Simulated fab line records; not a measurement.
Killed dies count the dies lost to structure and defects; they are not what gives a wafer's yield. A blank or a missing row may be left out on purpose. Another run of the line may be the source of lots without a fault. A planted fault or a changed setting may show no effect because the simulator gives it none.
Which tool is to blame? | flow sfq_line | Sampling: 14 lots, 42 wafers, 2 of 325 route steps

WHAT THE GAUGES SHOWED, per wafer
SFQ_M3_RS_MEAS_919: measurement is done with a four-point probe. Usual: M3_NB_RS typically reads 0.891 ohm/sq, with standard deviation 0.0096.
lot  | measured     | on            | M3_NB_RS (ohm/sq) | flag
L999 | day 24 10:11 | film_metro-03 | 0.909 0.889 0.889 |
L100 | day 24 12:37 | film_metro-03 | 0.898 0.893 0.884 |
L103 | day 26 08:25 | film_metro-02 | 0.889 0.890 0.894 |
L104 | day 26 15:34 | film_metro-03 | 0.887 0.899 0.880 |
L106 | day 27 09:38 | film_metro-03 | 0.901 0.894 0.891 |
L107 | day 27 21:35 | film_metro-04 | 0.902 0.886 0.907 |
L108 | day 28 09:09 | film_metro-03 | 0.891 0.879 0.892 |
L110 | day 29 00:45 | film_metro-04 | 0.888 0.896 0.906 |
L111 | day 29 06:46 | film_metro-02 | 0.897 0.891 0.874 |
L112 | day 29 11:22 | film_metro-02 | 0.904 0.904 0.906 |
L113 | day 29 19:51 | film_metro-02 | 0.893 0.893 0.883 |
L114 | day 30 15:03 | film_metro-03 | 0.884 0.901 0.898 |
L120 | day 32 22:20 | film_metro-03 | 0.873 0.897 0.880 |
L122 | day 33 09:11 | film_metro-02 | 0.893 0.870 0.894 |

WHAT TOOL EACH LOT RAN ON (gives the tool, then ch and the chambers of the sampled wafers, and finally the start)
lot  | SFQ_TRILAYER_M2_STRIP_STRIP_061
L999 | rie_metal-02 ch 0,1, day 20 12:16
L100 | rie_metal-02 ch 0,1, day 20 17:04
L103 | rie_metal-01 ch 0,1, day 22 18:34
L104 | rie_metal-02 ch 0,1, day 23 02:56
L106 | rie_metal-04 ch 0,1, day 23 18:44
L107 | rie_metal-02 ch 0,1, day 24 12:20
L108 | rie_metal-01 ch 0,1, day 24 15:56
L110 | rie_metal-01 ch 0, day 25 02:44
L111 | rie_metal-01 ch 0,1, day 25 07:32
L112 | rie_metal-02 ch 0,1, day 25 12:20
L113 | rie_metal-01 ch 0,1, day 25 18:20
L114 | rie_metal-02 ch 0,1, day 26 08:11
L120 | rie_metal-01 ch 0,1, day 28 09:33
L122 | rie_metal-01 ch 0,1, day 29 00:15
- SFQ_TRILAYER_M2_STRIP_STRIP_061: strips in O2.

WHAT THE TOOLS THEMSELVES READ (means of the sampled wafers that have a number; where no wafer has one, the mark that the record gives instead)
SFQ_TRILAYER_M2_STRIP_STRIP_061. Usual: drypump_motor_current_A 5.99 A, standard deviation 0.28; oes_product_au 0.992 a.u., standard deviation 0.009.
lot  | tool         | drypump_motor_current_A (A) | oes_product_au (a.u.) | flag
L999 | rie_metal-02 | 5.63                        | 0.991                 |
L100 | rie_metal-02 | 5.65                        | 0.987                 |
L103 | rie_metal-01 | 6.29                        | 0.994                 |
L104 | rie_metal-02 | 5.65                        | 0.986                 |
L106 | rie_metal-04 | 6.00                        | 0.993                 |
L107 | rie_metal-02 | 5.69                        | 0.997                 |
L108 | rie_metal-01 | 6.28                        | 0.992                 |
L110 | rie_metal-01 | 6.20                        | 0.999                 |
L111 | rie_metal-01 | 6.28                        | 0.989                 |
L112 | rie_metal-02 | 5.62                        | 0.988                 |
L113 | rie_metal-01 | 6.26                        | 0.995                 |
L114 | rie_metal-02 | 5.65                        | 0.992                 |
L120 | rie_metal-01 | 6.26                        | 0.995                 |
L122 | rie_metal-01 | 6.26                        | 0.990                 |

THE ANSWER, worked out from the rows above alone
Rule: lot off if the mean of its wafers having a number is beyond 3 standard deviations from the usual mean. Also off: a lot with no number at a reading for which 4 or more lots have one. Where the step has rows for the other lots, those lots are counted as sound. After the gauges, taken in route order, come the tools' own readings; for these a lot's mean is taken, as printed above. At the first step where some lot is off, the reading lying furthest off is the one used; lots without a number count as furthest.
Across all readings shown, no lot is off: no conclusion can be drawn from this.

WHAT THE SIMULATOR HAD PUT IN
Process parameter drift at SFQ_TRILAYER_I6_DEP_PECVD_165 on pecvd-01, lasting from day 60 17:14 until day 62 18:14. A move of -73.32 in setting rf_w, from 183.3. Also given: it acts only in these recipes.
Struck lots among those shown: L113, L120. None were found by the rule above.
